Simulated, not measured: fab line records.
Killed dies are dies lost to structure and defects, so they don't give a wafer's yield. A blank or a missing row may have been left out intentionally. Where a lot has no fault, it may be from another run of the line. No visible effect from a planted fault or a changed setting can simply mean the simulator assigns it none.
A lot that was struck, set against a sound lot	flow gf180mcu	26 out of 602 route steps
Sound: wafers L380.2, L380.5, L380.6. Struck: wafers L384.3, L384.5, L384.6. The cause is given at the end.
Per side, at each step with rows, come the tool, then ch with its chambers, and then its first start. Under that, the readings that differ: sound wafers	struck wafers	difference of the means	sigmas: that difference in standard deviations of wafers without a fault.
alike: same words and numbers on both sides, and readings whose means sit less than 2 such deviations apart. not compared: any withheld reading, any reading some wafer has no value for, any bound like >300 that may hide the same value, and any number with overlapping values for which the record gives no deviation.
A row with sigmas, a row that says differs or no value, or rows on one side alone: a step with any of these is where the two part. When numbers do not overlap yet have no deviation, they are printed without sigmas and do not part them. A reading missing from all wafers of one side parts the sides only when that side holds two or more wafers.

GF_MVSD_STRIP_10: strips in O2/N2.
  sound on plasma_asher-02 ch 0,1, day 4 11:44; struck on plasma_asher-04 ch 0,1, day 5 11:11
  alike: chamber_pressure_mTorr, drypump_motor_current_A, heater_power_w, oes_product_au, strip_time_to_endpoint_s
  not compared: rf_hours_counter_h
GF_MVSD_TW_MEAS_11:
  sound on film_metro-01, day 4 11:50; struck on film_metro-01, day 5 11:16
  alike: MVSD_TW
then, 7 steps without rows for these wafers: GF_MVPSD_DEHYDRATE_00 (time 60 s); GF_MVPSD_HMDS_01 (prime time 60 s); GF_MVPSD_COAT_02 (resist thk 3000 nm); GF_MVPSD_SOFTBAKE_03; GF_MVPSD_EXPOSE_04 (exposes mask MVPSD, target cd 1000 nm); GF_MVPSD_PEB_05; GF_MVPSD_DEVELOP_06 (develop time 60 s).
GF_MVPSD_OVL_MEAS_07:
  sound on overlay-01, day 5 01:10; struck on overlay-02, day 6 02:17
  alike: MVPSD_OVL
then, 2 steps without rows for these wafers: GF_MVPSD_IMPLANT_08; GF_MVPSD_IMPLANT_09.
GF_MVPSD_STRIP_10: strips in O2/N2.
  sound on plasma_asher-03 ch 0,1, day 5 01:30; struck on plasma_asher-01 ch 0,1, day 6 02:38
  no value came back on the struck wafers for any of 5 readings (chamber_pressure_mTorr (mTorr), drypump_motor_current_A (A) and others); on the sound wafers chamber_pressure_mTorr (mTorr) reads 1499.9 1499.2 1500.3
reading	sound	struck	difference	sigmas
model.coat_of_MVPSD_COAT_02.thk_nm (nm)	0 0 0	3009 3011 3031	+3017	
  not compared: rf_hours_counter_h
GF_MVPSD_TW_MEAS_11:
  sound on film_metro-04, day 5 01:37; struck on film_metro-04, day 6 02:43
  alike: MVPSD_TW
then, 7 steps without rows for these wafers: GF_VT_IMPLANT_DEHYDRATE_00 (time 60 s); GF_VT_IMPLANT_HMDS_01 (prime time 60 s); GF_VT_IMPLANT_COAT_02 (resist thk 1000 nm); GF_VT_IMPLANT_SOFTBAKE_03 (time 60 s); GF_VT_IMPLANT_EXPOSE_04 (exposes mask LVPWELL LV AREA, target cd 600 nm); GF_VT_IMPLANT_PEB_05; GF_VT_IMPLANT_DEVELOP_06 (develop time 60 s).
GF_VT_IMPLANT_OVL_MEAS_07:
  sound on overlay-02, day 5 15:27; struck on overlay-01, day 6 17:58
  alike: VT_IMPLANT_OVL
following that, these wafers have no rows for 1 step: GF_VT_IMPLANT_IMPLANT_08.
GF_VT_IMPLANT_STRIP_09: strips in O2/N2.
  sound on plasma_asher-02 ch 0,1, day 5 15:38; struck on plasma_asher-03 ch 0,1, day 6 18:10
reading	sound	struck	difference	sigmas
oes_product_au (a.u.)	0.712 0.713 0.718	0.721 0.725 0.731	+0.011	+2
strip_time_to_endpoint_s (s)	12.626 12.651 12.664	57.344 57.335 57.623	+44.787	+99 or more
  alike: chamber_pressure_mTorr, drypump_motor_current_A, heater_power_w
  not compared: rf_hours_counter_h
GF_VT_IMPLANT_TW_MEAS_10:
  sound on film_metro-02, day 5 15:44; struck on film_metro-03, day 6 18:16
reading	sound	struck	difference	sigmas
VT_IMPLANT_TW	568 568 570	30 30 30	-539	-86
then, 1 step without rows for these wafers: GF_VT_IMPLANT_DEHYDRATE_11 (time 60 s).

WHERE THEY PART
At GF_MVPSD_STRIP_10 first; at GF_VT_IMPLANT_TW_MEAS_10 last (within this record only).

WHY: whatever the simulator had introduced
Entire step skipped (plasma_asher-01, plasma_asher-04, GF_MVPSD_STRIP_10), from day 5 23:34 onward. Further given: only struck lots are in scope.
